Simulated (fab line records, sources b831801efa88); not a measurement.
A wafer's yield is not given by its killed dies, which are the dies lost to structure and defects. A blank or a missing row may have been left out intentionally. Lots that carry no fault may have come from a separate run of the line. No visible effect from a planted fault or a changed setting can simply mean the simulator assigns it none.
One fault through the eyes of 2 desks || flow sky130 || what lay behind the numbers comes last; until then each desk has only its own

## THE METROLOGY DESK
Means of the sampled wafers that have a number, per lot and without regard to the tool the lot ran on: this is what the gauges read. Any lot whose mean is over 4 standard deviations away from the usual mean is out of limits and marked OUT; that distance is given in the brackets.
Columns: A = LOCAL_INTERCONNECT_TIN_RS at SKY_LOCAL_INTERCONNECT_RS_MEAS_01, usual 14.09 ohm/sq; B = LOCAL_INTERCONNECT_TIN_THK at SKY_LOCAL_INTERCONNECT_THK_MEAS_02, usual 100.2 nm
{"lot": "L317", "first seen here": "day 28 20:25", "A": 14.23, "B": 100.6}
{"lot": "L318", "first seen here": "day 29 09:23", "A": 14.18, "B": 99.9}
{"lot": "L319", "first seen here": "day 29 20:31", "A": 14.44, "B": 97.4}
{"lot": "L322", "first seen here": "day 31 01:23", "A": 14.15, "B": 99.9}
{"lot": "L324", "first seen here": "day 31 21:19", "A": 14.19, "B": 99.8}
{"lot": "L327", "first seen here": "day 32 15:23", "A": 14.19, "B": 99.8}
{"lot": "L330", "first seen here": "day 33 18:59", "A": 14.05, "B": 99.9}
{"lot": "L334", "first seen here": "day 35 01:40", "A": 14.16, "B": 99.6}
{"lot": "L337", "first seen here": "day 35 22:27", "A": 13.74, "B": 102.1}
{"lot": "L338", "first seen here": "day 36 06:01", "A": "18.96 (+30) OUT", "B": "75.6 (-22) OUT"}
{"lot": "L339", "first seen here": "day 36 09:37", "A": "19.10 (+31) OUT", "B": "74.9 (-23) OUT"}
{"lot": "L340", "first seen here": "day 36 16:31", "A": "19.08 (+31) OUT", "B": "75.1 (-23) OUT"}
This desk reports L338, L339, L340 out of limits; the earliest was L338 at day 36 06:01 (LOCAL_INTERCONNECT_TIN_RS at SKY_LOCAL_INTERCONNECT_RS_MEAS_01). L317, L318, L319, L322, L324, L327, L330, L334, L337: within limits.

## FOR THE TOOL OWNER'S DESK: pvd-sputter-02
At SKY_LOCAL_INTERCONNECT_SPUTTER_00 (material TiN, target thk 100 nm, time 83.3 s) the tool's own readings: per lot run on this tool, the mean of the sampled wafers that have a number. Any lot whose mean is over 4 standard deviations away from the usual mean is out of limits and marked OUT; that distance is given in the brackets.
Columns: A = throttle-valve-pct at SKY_LOCAL_INTERCONNECT_SPUTTER_00, usual 29.9 %
{"lot": "L319", "first seen here": "day 29 20:27", "A": 29.1}
{"lot": "L327", "first seen here": "day 32 15:19", "A": 29.9}
{"lot": "L337", "first seen here": "day 35 22:23", "A": 30.0}
{"lot": "L338", "first seen here": "day 36 05:53", "A": 29.6}
{"lot": "L339", "first seen here": "day 36 09:31", "A": 29.4}
{"lot": "L340", "first seen here": "day 36 16:26", "A": 29.3}
Result from this desk: across the 6 lots, nothing is out of limits.

## ALL TOGETHER
On L338, L339, L340, the metrology desk was in a position to raise an alarm at day 36 06:01.
Nothing out of limits was seen by the tool owner's desk.
Tool owner's desk: L338, L339, L340 on record, inside its limits.
On pvd-sputter-02, each named lot ran SKY_LOCAL_INTERCONNECT_SPUTTER_00.

## WHAT WAS PUT IN BY THE SIMULATOR
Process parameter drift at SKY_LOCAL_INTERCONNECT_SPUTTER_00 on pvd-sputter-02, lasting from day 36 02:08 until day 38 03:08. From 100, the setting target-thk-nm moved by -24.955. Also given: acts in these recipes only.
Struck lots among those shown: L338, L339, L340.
Delay in hours, fault start to first out-of-limits reading, per desk: metrology desk 4.
